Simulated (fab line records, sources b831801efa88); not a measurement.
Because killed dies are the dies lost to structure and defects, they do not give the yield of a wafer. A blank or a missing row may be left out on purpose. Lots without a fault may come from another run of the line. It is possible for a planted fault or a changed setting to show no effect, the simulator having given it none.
Which tool is to blame? -- flow sky130 -- 72 wafers from 24 lots sampled at 5 of the route's 708 steps

## WHAT THE GAUGES READ, wafer by wafer
SKY_VIA2_OVL_MEAS_13. Usual: VIA2_OVL 3 nm, standard deviation 5.4.
lot,measured,on,VIA2_OVL (nm),flag
L074,day 35 22:55,overlay-02,0 8 0,
L075,day 36 16:04,overlay-02,8 3 4,
L076,day 37 05:46,overlay-02,10 13 10,
L077,day 37 12:02,overlay-01,4 -2 -1,
L078,day 37 17:52,overlay-01,4 -4 4,
L079,day 37 21:35,overlay-01,3 3 7,
L080,day 38 03:58,overlay-02,6 -7 3,
L081,day 38 12:16,overlay-02,10 3 6,
L082,day 38 18:44,overlay-02,0 5 2,
L083,day 39 02:14,overlay-02,10 16 7,
L084,day 39 18:53,overlay-02,5 -1 4,
L085,day 39 20:07,overlay-02,0 -7 -2,
L086,day 40 03:28,overlay-01,4 6 7,
L087,day 40 10:19,overlay-02,7 -1 13,
L088,day 40 16:37,overlay-02,7 4 1,
L089,day 41 05:14,overlay-01,3 -2 -4,
L090,day 41 08:16,overlay-01,-1 -4 4,
L091,day 41 16:59,overlay-01,8 3 12,
L092,day 41 22:57,overlay-02,1 -3 2,
L093,day 42 01:55,overlay-02,12 4 14,
L094,day 42 11:13,overlay-02,9 4 7,
L095,day 42 14:58,overlay-01,10 3 7,
L096,day 42 19:07,overlay-01,5 -5 1,
L097,day 43 15:31,overlay-01,1 -6 -1,

SKY_VIA4_OVL_MEAS_11. Usual: VIA4_OVL 0.2 nm, standard deviation 1.7.
lot,measured,on,VIA4_OVL (nm),flag
L074,day 42 11:41,overlay-01,0.0 -0.8 -0.2,
L075,day 43 03:22,overlay-02,2.5 2.7 1.7,
L076,day 43 16:20,overlay-01,1.0 1.5 -0.9,
L077,day 43 20:31,overlay-01,-0.3 -0.1 -0.1,
L078,day 44 03:35,overlay-01,0.1 -2.9 -1.4,
L079,day 44 05:23,overlay-01,4.4 2.3 3.7,
L080,day 44 10:29,overlay-02,1.7 -0.4 0.4,
L081,day 44 17:16,overlay-01,0.8 1.0 1.6,
L082,day 44 22:08,overlay-01,1.2 1.7 3.0,
L083,day 45 06:16,overlay-01,0.0 -0.6 1.4,
L084,day 45 19:08,overlay-02,0.2 3.0 3.3,
L085,day 45 20:29,overlay-01,-1.7 -1.7 -2.3,
L086,day 46 03:32,overlay-01,0.1 -1.0 -0.7,
L087,day 46 10:59,overlay-02,1.1 1.9 1.2,
L088,day 46 14:50,overlay-02,-3.6 -2.8 -3.3,
L089,day 47 02:26,overlay-02,0.9 -0.1 0.6,
L090,day 47 04:32,overlay-01,-2.3 -1.8 -3.8,
L091,day 47 13:26,overlay-01,0.3 1.9 2.0,
L092,day 47 16:05,overlay-01,-1.6 -2.0 -1.4,
L093,day 47 20:53,overlay-02,1.5 1.7 2.2,
L094,day 48 03:23,overlay-02,-1.0 -0.7 -0.6,
L095,day 48 06:22,overlay-01,-0.6 0.0 -0.8,
L096,day 48 09:32,overlay-02,0.2 -1.0 0.1,
L097,day 49 01:56,overlay-02,0.6 1.8 0.5,

## TOOL THAT RAN EACH LOT (tool first, then ch and the chambers of the sampled wafers, then the start)
lot,SKY_CONTACT_STRIP_19,SKY_VIA3_ETCH_14,SKY_METAL4_SPUTTER_02
L074,"plasma asher-03 ch 0,1, day 31 04:00","rie diel-01 ch 0,1,3, day 39 08:31","pvd sputter-01, day 39 09:56"
L075,"plasma asher-02 ch 0,1, day 31 22:52","rie diel-01 ch 1,3, day 39 23:34","pvd sputter-01, day 40 00:58"
L076,"plasma asher-01 ch 0,1, day 32 10:22","rie diel-04 ch 1,2,3, day 40 14:10","pvd sputter-02, day 40 15:34"
L077,"plasma asher-03 ch 0, day 32 19:49","rie diel-04 ch 0,1, day 40 18:38","pvd sputter-02, day 40 20:10"
L078,"plasma asher-02 ch 1, day 32 23:38","rie diel-03 ch 1,2,3, day 41 01:23","pvd sputter-01, day 41 02:49"
L079,"plasma asher-01 ch 0,1, day 33 05:14","rie diel-01 ch 2,3, day 41 04:01","pvd sputter-04, day 41 05:38"
L080,"plasma asher-01 ch 1, day 33 13:19","rie diel-01 ch 1,2,3, day 41 10:17","pvd sputter-01, day 41 11:41"
L081,"plasma asher-03 ch 0,1, day 33 21:51","rie diel-04 ch 0,1,2, day 41 17:22","pvd sputter-02, day 41 18:46"
L082,"plasma asher-02 ch 0, day 34 03:38","rie diel-03 ch 2,3, day 41 22:58","pvd sputter-04, day 42 00:35"
L083,"plasma asher-02 ch 0,1, day 34 11:57","rie diel-03 ch 0,3, day 42 07:07","pvd sputter-01, day 42 08:34"
L084,"plasma asher-03 ch 1, day 35 05:49","rie diel-01 ch 2,3, day 42 22:52","pvd sputter-02, day 43 00:19"
L085,"plasma asher-02 ch 0,1, day 35 06:10","rie diel-04 ch 2,3, day 42 23:34","pvd sputter-02, day 43 01:01"
L086,"plasma asher-03 ch 0, day 35 15:37","rie diel-03 ch 1,3, day 43 07:04","pvd sputter-01, day 43 08:29"
L087,"plasma asher-02 ch 0,1, day 35 22:12","rie diel-04 ch 0,1,3, day 43 13:31","pvd sputter-01, day 43 14:58"
L088,"plasma asher-02 ch 0, day 36 06:50","rie diel-01 ch 0,1,3, day 43 19:05","pvd sputter-01, day 43 20:29"
L089,"plasma asher-01 ch 0,1, day 36 17:13","rie diel-04 ch 0,1,2, day 44 06:26","pvd sputter-02, day 44 07:50"
L090,"plasma asher-03 ch 0,1, day 36 21:31","rie diel-03 ch 0,2, day 44 09:52","pvd sputter-04, day 44 12:02"
L091,"plasma asher-03 ch 0,1, day 37 06:29","rie diel-01 ch 0,1,2, day 44 18:53","pvd sputter-02, day 44 20:43"
L092,"plasma asher-03 ch 0,1, day 37 16:01","rie diel-04 ch 0,2,3, day 44 22:46","pvd sputter-04, day 45 00:10"
L093,"plasma asher-01 ch 0,1, day 37 17:24","rie diel-04 ch 0,2,3, day 45 02:34","pvd sputter-04, day 45 03:59"
L094,"plasma asher-01 ch 0,1, day 38 02:32","rie diel-01 ch 0,1,3, day 45 11:47","pvd sputter-04, day 45 13:12"
L095,"plasma asher-03 ch 0,1, day 38 08:34","rie diel-01 ch 0,1,2, day 45 14:02","pvd sputter-02, day 45 15:26"
L096,"plasma asher-03 ch 0,1, day 38 13:35","rie diel-03 ch 0,3, day 45 17:34","pvd sputter-04, day 45 19:02"
L097,"plasma asher-02 ch 0,1, day 39 09:20","rie diel-01 ch 1,3, day 46 12:59","pvd sputter-04, day 46 14:26"
- SKY_CONTACT_STRIP_19: strips in O2/N2.
- SKY_VIA3_ETCH_14: etches BARC in N2/H2, stops on SiO2, time 45.9 s, target depth 60 nm.
- SKY_METAL4_SPUTTER_02: material AlCu, target thk 735 nm, time 39.1 s.

## AS READ BY THE TOOLS THEMSELVES (means over the sampled wafers that have a number; for cases with no such wafer, the mark the record gives instead)
SKY_CONTACT_STRIP_19. Usual: drypump motor current A 5.54 A, standard deviation 0.26; oes product au 0.380 a.u., standard deviation 0.0051; strip time to endpoint s 3.613 s, standard deviation 0.019.
lot,tool,drypump motor current A (A),oes product au (a.u.),strip time to endpoint s (s),flag
L074,plasma asher-03,5.42,0.384,3.616,
L075,plasma asher-02,5.32,0.380,3.611,
L076,plasma asher-01,6.00,0.378,3.613,
L077,plasma asher-03,5.36,0.379,3.637,
L078,plasma asher-02,5.37,0.380,3.586,
L079,plasma asher-01,5.93,0.381,3.616,
L080,plasma asher-01,5.86,0.373,3.615,
L081,plasma asher-03,5.50,0.382,3.609,
L082,plasma asher-02,5.29,0.379,3.626,
L083,plasma asher-02,5.35,0.379,3.623,
L084,plasma asher-03,5.57,0.378,3.620,
L085,plasma asher-02,5.35,0.381,3.595,
L086,plasma asher-03,5.36,0.382,3.595,
L087,plasma asher-02,5.32,0.380,3.618,
L088,plasma asher-02,5.32,0.381,3.632,
L089,plasma asher-01,6.00,0.381,3.580,
L090,plasma asher-03,5.51,0.382,3.617,
L091,plasma asher-03,5.42,0.374,3.607,
L092,plasma asher-03,5.42,0.378,3.616,
L093,plasma asher-01,6.00,0.382,3.608,
L094,plasma asher-01,5.92,0.383,3.614,
L095,plasma asher-03,5.52,0.382,3.588,
L096,plasma asher-03,5.42,0.379,3.609,
L097,plasma asher-02,5.32,0.383,3.640,

SKY_VIA3_ETCH_14. Usual: drypump motor current A 5.9 A, standard deviation 0.5; h2 flow sccm 199.9 sccm, standard deviation 0.6; oes product au 0.854 a.u., standard deviation 0.0045; throttle valve pct 13.224 %, standard deviation 0.0098.
lot,tool,drypump motor current A (A),h2 flow sccm (sccm),oes product au (a.u.),throttle valve pct (%),flag
L074,rie diel-01,5.7,199.6,0.851,13.214,
L075,rie diel-01,5.8,200.0,0.855,13.223,
L076,rie diel-04,5.9,199.8,0.862,13.220,
L077,rie diel-04,5.8,199.9,0.854,13.228,
L078,rie diel-03,5.7,200.3,0.857,13.222,
L079,rie diel-01,6.0,199.5,0.855,13.217,
L080,rie diel-01,6.0,200.4,0.856,13.229,
L081,rie diel-04,5.9,199.9,0.859,13.227,
L082,rie diel-03,6.1,199.6,0.853,13.225,
L083,rie diel-03,6.3,200.7,0.854,13.227,
L084,rie diel-01,6.3,199.8,0.853,13.224,
L085,rie diel-04,6.2,200.3,0.855,13.221,
L086,rie diel-03,5.8,199.6,0.858,13.218,
L087,rie diel-04,5.7,200.1,0.851,13.224,
L088,rie diel-01,5.7,200.2,0.853,13.225,
L089,rie diel-04,5.9,199.3,0.853,13.226,
L090,rie diel-03,5.4,199.1,0.856,13.227,
L091,rie diel-01,6.0,200.1,0.854,13.231,
L092,rie diel-04,6.2,200.0,0.861,13.229,
L093,rie diel-04,6.2,200.1,0.855,13.211,
L094,rie diel-01,5.7,200.6,0.853,13.224,
L095,rie diel-01,5.9,199.7,0.853,13.228,
L096,rie diel-03,6.0,200.1,0.853,13.231,
L097,rie diel-01,5.8,200.2,0.851,13.229,

SKY_METAL4_SPUTTER_02. Usual: throttle valve pct reads 29.6 % (standard deviation 1.2).
lot,tool,throttle valve pct (%),flag
L074,pvd sputter-01,29.7,
L075,pvd sputter-01,29.8,
L076,pvd sputter-02,28.7,
L077,pvd sputter-02,29.2,
L078,pvd sputter-01,29.7,
L079,pvd sputter-04,29.6,
L080,pvd sputter-01,29.9,
L081,pvd sputter-02,28.7,
L082,pvd sputter-04,30.4,
L083,pvd sputter-01,29.6,
L084,pvd sputter-02,28.7,
L085,pvd sputter-02,29.7,
L086,pvd sputter-01,29.8,
L087,pvd sputter-01,29.9,
L088,pvd sputter-01,30.2,
L089,pvd sputter-02,30.6,
L090,pvd sputter-04,29.7,
L091,pvd sputter-02,29.8,
L092,pvd sputter-04,29.1,
L093,pvd sputter-04,30.0,
L094,pvd sputter-04,29.7,
L095,pvd sputter-02,31.0,
L096,pvd sputter-04,30.2,
L097,pvd sputter-04,30.1,

## THE ANSWER, worked out from the rows above alone
Rule: a lot counts as off when the mean over its wafers that have a number is more than 3 standard deviations away from the usual mean. A lot without any number at a reading at which 4 lots or more have one is off too. Any other lot the step has rows for is counted as sound. First the gauges in route order, then the tools' own readings, where a lot's mean is used as printed above. The first step at which some lot is off is used, and at that step the reading that is off furthest; a lot without a number counts as furthest.
Across all readings shown, no lot is off: no conclusion can be drawn from this.

## WHAT HAD BEEN PUT IN BY THE SIMULATOR
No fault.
